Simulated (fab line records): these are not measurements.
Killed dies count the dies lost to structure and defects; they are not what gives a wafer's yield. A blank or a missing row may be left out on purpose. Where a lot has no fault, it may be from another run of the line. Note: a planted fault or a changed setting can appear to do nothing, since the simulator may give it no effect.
Which of the tools did it? -- flow sky130 -- 11 lots with 33 wafers sampled at 6 steps, on a route of 708 steps

== WHAT THE GAUGES READ, wafer by wafer ==
SKY_METAL2_OVL_MEAS_16. Usual: METAL2_OVL 4 nm, standard deviation 5.
lot,measured,on,METAL2_OVL (nm),flag
L700,day 35 12:01,overlay-01,-2 2 -1,
L701,day 35 19:03,overlay-02,0 -1 4,
L702,day 35 22:09,overlay-01,0 0 3,
L704,day 36 17:04,overlay-01,2 2 -2,
L705,day 36 23:31,overlay-02,4 2 0,
L708,day 37 17:13,overlay-02,4 7 7,
L714,day 39 16:31,overlay-02,-3 2 0,
L715,day 39 22:04,overlay-02,12 5 3,
L717,day 40 12:45,overlay-02,1 1 -4,
L719,day 40 22:01,overlay-02,8 5 5,
L721,day 41 14:49,overlay-02,10 0 7,

SKY_VIA2_RS_MEAS_22: uses a four-point probe to measure. Usual: VIA2_W_RS 0.2743 ohm/sq, standard deviation 0.0028.
lot,measured,on,VIA2_W_RS (ohm/sq),flag
L700,day 36 15:52,film metro-02,0.2708 0.2695 0.2696,
L701,day 36 23:32,film metro-04,0.2717 0.2735 0.2747,
L702,day 37 02:29,film metro-03,0.2703 0.2717 0.2735,
L704,day 37 21:11,film metro-02,0.2740 0.2747 0.2715,
L705,day 38 03:53,film metro-04,0.2747 0.2721 0.2717,
L708,day 38 21:41,film metro-03,0.2771 0.2785 0.2754,
L714,day 40 18:44,film metro-02,0.3187 0.2733 0.3243,OFF
L715,day 41 00:44,film metro-03,0.3260 0.2808 0.2791,OFF
L717,day 41 14:49,film metro-03,0.2731 0.2720 0.2772,
L719,day 42 00:37,film metro-02,0.2742 0.2751 0.2713,
L721,day 42 16:38,film metro-02,0.2739 0.2751 0.2720,

SKY_VIA2_THK_MEAS_23: measures by xrf. Usual: VIA2_W_THK 394 nm, standard deviation 4.5.
lot,measured,on,VIA2_W_THK (nm),flag
L700,day 36 15:59,film metro-02,398 396 398,
L701,day 36 23:38,film metro-04,400 399 396,
L702,day 37 02:36,film metro-03,407 399 399,
L704,day 37 21:18,film metro-02,396 396 402,
L705,day 38 03:59,film metro-04,397 402 400,
L708,day 38 21:49,film metro-03,394 392 397,
L714,day 40 18:49,film metro-02,351 394 344,OFF
L715,day 41 00:51,film metro-03,346 391 387,OFF
L717,day 41 14:55,film metro-03,397 400 394,
L719,day 42 00:44,film metro-02,392 395 394,
L721,day 42 16:45,film metro-02,393 391 393,

SKY_CAPM_THK_MEAS_04: measures by xrf. Usual: CAPM_TIN_THK 200.0 nm, standard deviation 2.4.
lot,measured,on,CAPM_TIN_THK (nm),flag
L700,day 36 16:48,film metro-02,198.2 197.4 198.8,
L701,day 37 00:29,film metro-04,199.8 200.1 199.0,
L702,day 37 03:33,film metro-02,199.1 199.7 201.2,
L704,day 37 22:07,film metro-01,201.0 199.9 201.5,
L705,day 38 04:49,film metro-01,199.4 198.6 200.3,
L708,day 38 22:38,film metro-04,199.5 196.6 198.4,
L714,day 40 19:38,film metro-04,198.3 198.1 199.1,
L715,day 41 01:41,film metro-02,199.8 198.7 199.3,
L717,day 41 15:45,film metro-01,201.8 202.2 200.5,
L719,day 42 01:34,film metro-02,202.6 202.6 201.2,
L721,day 42 17:35,film metro-04,202.3 201.6 201.9,

== WHICH TOOL RAN EACH LOT (tool, then ch and the chambers of the sampled wafers, then the start) ==
lot,SKY_VIA2_CVD_21,SKY_METAL3_SPUTTER_01
L700,"cvd w-01 ch 0,1, day 36 15:43","pvd sputter-03, day 36 16:21"
L701,"cvd w-01 ch 0,1, day 36 23:25","pvd sputter-01, day 37 00:00"
L702,"cvd w-02 ch 0,1, day 37 02:20","pvd sputter-02, day 37 03:07"
L704,"cvd w-01 ch 0,1, day 37 21:03","pvd sputter-03, day 37 21:41"
L705,"cvd w-02 ch 0,1, day 38 03:44","pvd sputter-03, day 38 04:22"
L708,"cvd w-01 ch 0,1, day 38 21:34","pvd sputter-03, day 38 22:11"
L714,"cvd w-02 ch 0,1, day 40 18:35","pvd sputter-01, day 40 19:10"
L715,"cvd w-02 ch 0,1, day 41 00:35","pvd sputter-03, day 41 01:14"
L717,"cvd w-01 ch 0,1, day 41 14:40","pvd sputter-02, day 41 15:18"
L719,"cvd w-01 ch 0,1, day 42 00:29","pvd sputter-03, day 42 01:07"
L721,"cvd w-01 ch 0,1, day 42 16:29","pvd sputter-03, day 42 17:07"
- SKY_VIA2_CVD_21: deposits W, target thk 420 nm, time 126.4 s.
- SKY_METAL3_SPUTTER_01: material TiN, target thk 20 nm, time 16.7 s.

== AS READ BY THE TOOLS THEMSELVES (means over the sampled wafers that have a number; for cases with no such wafer, the mark the record gives instead) ==
SKY_VIA2_CVD_21. Usual: chamber pressure Torr 40.00 Torr, standard deviation 0.088; heater power w 898 W, standard deviation 83.
lot,tool,chamber pressure Torr (Torr),heater power w (W),flag
L700,cvd w-01,39.97,907,
L701,cvd w-01,39.90,892,
L702,cvd w-02,40.08,846,
L704,cvd w-01,40.00,952,
L705,cvd w-02,39.98,834,
L708,cvd w-01,39.97,953,
L714,cvd w-02,40.02,855,
L715,cvd w-02,40.06,849,
L717,cvd w-01,40.01,883,
L719,cvd w-01,39.98,952,
L721,cvd w-01,39.99,904,

SKY_METAL3_SPUTTER_01. Usual: throttle valve pct at 30.6 %, with a standard deviation of 1.
lot,tool,throttle valve pct (%),flag
L700,pvd sputter-03,30.5,
L701,pvd sputter-01,30.2,
L702,pvd sputter-02,30.5,
L704,pvd sputter-03,30.3,
L705,pvd sputter-03,30.1,
L708,pvd sputter-03,31.1,
L714,pvd sputter-01,30.2,
L715,pvd sputter-03,31.2,
L717,pvd sputter-02,30.8,
L719,pvd sputter-03,30.4,
L721,pvd sputter-03,30.3,

== THE ANSWER, worked out from the rows above alone ==
Rule: take the mean of a lot's wafers that have a number; if it is more than 3 standard deviations from the usual mean, the lot is off. Also off: a lot with no number at a reading for which 4 or more lots have one. The other lots that the step has rows for count as sound. After the gauges, taken in route order, come the tools' own readings; for these a lot's mean is taken, as printed above. At the first step where some lot is off, the reading lying furthest off is the one used; lots without a number count as furthest.
Off: L714, L715, at SKY_VIA2_RS_MEAS_22 (VIA2_W_RS).
A tool fits if, at a process step before that reading, it ran every lot that is off, and no sound lot after the first of them. Gauges at SKY_VIA2_RS_MEAS_22: tried the same way as those tools. One fits: cvd w-02 at SKY_VIA2_CVD_21. Its last sound lot is L705 (day 38 03:44), its first lot that is off L714 (day 40 18:35): a fault that began between those two fits.

== WHAT WAS PUT IN BY THE SIMULATOR ==
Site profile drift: cvd w-02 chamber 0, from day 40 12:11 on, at SKY_VIA2_CVD_21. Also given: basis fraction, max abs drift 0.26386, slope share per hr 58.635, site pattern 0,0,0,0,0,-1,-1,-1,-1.
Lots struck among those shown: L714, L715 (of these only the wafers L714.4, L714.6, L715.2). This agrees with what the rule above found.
